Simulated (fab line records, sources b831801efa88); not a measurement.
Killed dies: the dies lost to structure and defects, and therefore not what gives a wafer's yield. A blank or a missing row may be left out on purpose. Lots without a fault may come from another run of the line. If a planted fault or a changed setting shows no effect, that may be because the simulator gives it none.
The same fault as seen by 2 desks -- flow gf180mcu -- every desk sees just its own numbers, and what lay behind them comes last

FOR THE TOOL OWNER'S DESK: implanter-01
GF_NWELL_IMPLANT_08, tool's own readings: per-lot mean of the sampled wafers with a number, covering each lot this tool ran. Any lot whose mean is over 4 standard deviations away from the usual mean is out of limits and marked OUT; that distance is given in the brackets.
Columns: A = beamOnS at GF_NWELL_IMPLANT_08, usual 9.99 s; B = doseIonsCm2 at GF_NWELL_IMPLANT_08, usual 1.5002e+13; C = faradayCurrentUA at GF_NWELL_IMPLANT_08, usual 84.7; D = tiltDeg at GF_NWELL_IMPLANT_08, usual 0.000 degrees
lot,first seen here,A,B,C,D
L963,day 3 07:34,10.13,1.5005e+13,83.3,-0.026
L966,day 4 01:12,10.17,1.5007e+13,83.0,0.007
L968,day 4 11:22,10.08,1.5009e+13,84.2,-0.015
L972,day 5 09:51,10.03,2.1614e+13 (+99 or more) OUT,121.9 (+22) OUT,-0.009
L976,day 6 06:26,9.88,2.1578e+13 (+99 or more) OUT,123.3 (+23) OUT,-0.021
L985,day 8 14:21,10.01,1.5012e+13,84.3,-0.001
This desk's verdict: out of limits on L972, L976, starting with L972 at day 5 09:51 (doseIonsCm2 at GF_NWELL_IMPLANT_08). L963, L966, L968, L985 stayed within limits.

METROLOGY DESK
What the gauges read, lot by lot, whatever tool the lot ran on: means of the sampled wafers that have a number. Any lot whose mean is over 4 standard deviations away from the usual mean is out of limits and marked OUT; that distance is given in the brackets.
Columns: A = NWELL_TW at GF_NWELL_TW_MEAS_11, usual 1589; B = NWELL_RS at GF_VT_IMPLANT_RS_MEAS_47, usual 487.8 ohm/sq; C = cdNm at GF_NSD_CD_MEAS_07, usual 400.2 nm
lot,first seen here,A,B,C
L963,day 3 07:56,1561,488.8,399.2
L965,day 3 18:42,1594,488.6,403.1
L966,day 4 01:36,1586,488.2,400.3
L967,day 4 05:24,1586,488.5,400.8
L968,day 4 11:46,1593,487.5,397.7
L972,day 5 10:13,1753 (+17) OUT,404.4 (-70) OUT,-
L975,day 6 01:09,1583,488.3,400.5
L976,day 6 06:55,1767 (+19) OUT,403.3 (-70) OUT,-
L981,day 7 09:57,1582,487.6,401.1
L983,day 7 19:26,1600,488.2,402.3
L985,day 8 14:45,1597,487.6,402.4
L986,day 8 18:56,1600,484.6,400.4
This desk finds L972, L976 out of limits, with the earliest case on L972 at day 5 10:13 (NWELL_TW at GF_NWELL_TW_MEAS_11). L963, L965, L966, L967, L968, L975, L981, L983, L985, L986 stayed within limits.

ALL TOGETHER
On L972, L976, at day 5 09:51, an alarm was possible from the tool owner's desk.
L972, L976 would have let the metrology desk raise an alarm at day 5 10:13.
Of the lots named, all ran GF_NWELL_IMPLANT_08 on implanter-01.

WHAT THE SIMULATOR PUT IN
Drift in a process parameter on implanter-01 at GF_NWELL_IMPLANT_08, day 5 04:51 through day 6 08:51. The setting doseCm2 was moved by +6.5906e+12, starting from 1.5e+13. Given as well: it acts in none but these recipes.
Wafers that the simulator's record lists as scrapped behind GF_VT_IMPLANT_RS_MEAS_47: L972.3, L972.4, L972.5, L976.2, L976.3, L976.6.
Shown lots that were struck: L972, L976.
Hours from the fault's start to each desk's first reading out of limits: the tool owner's desk, 5; the metrology desk, 5.
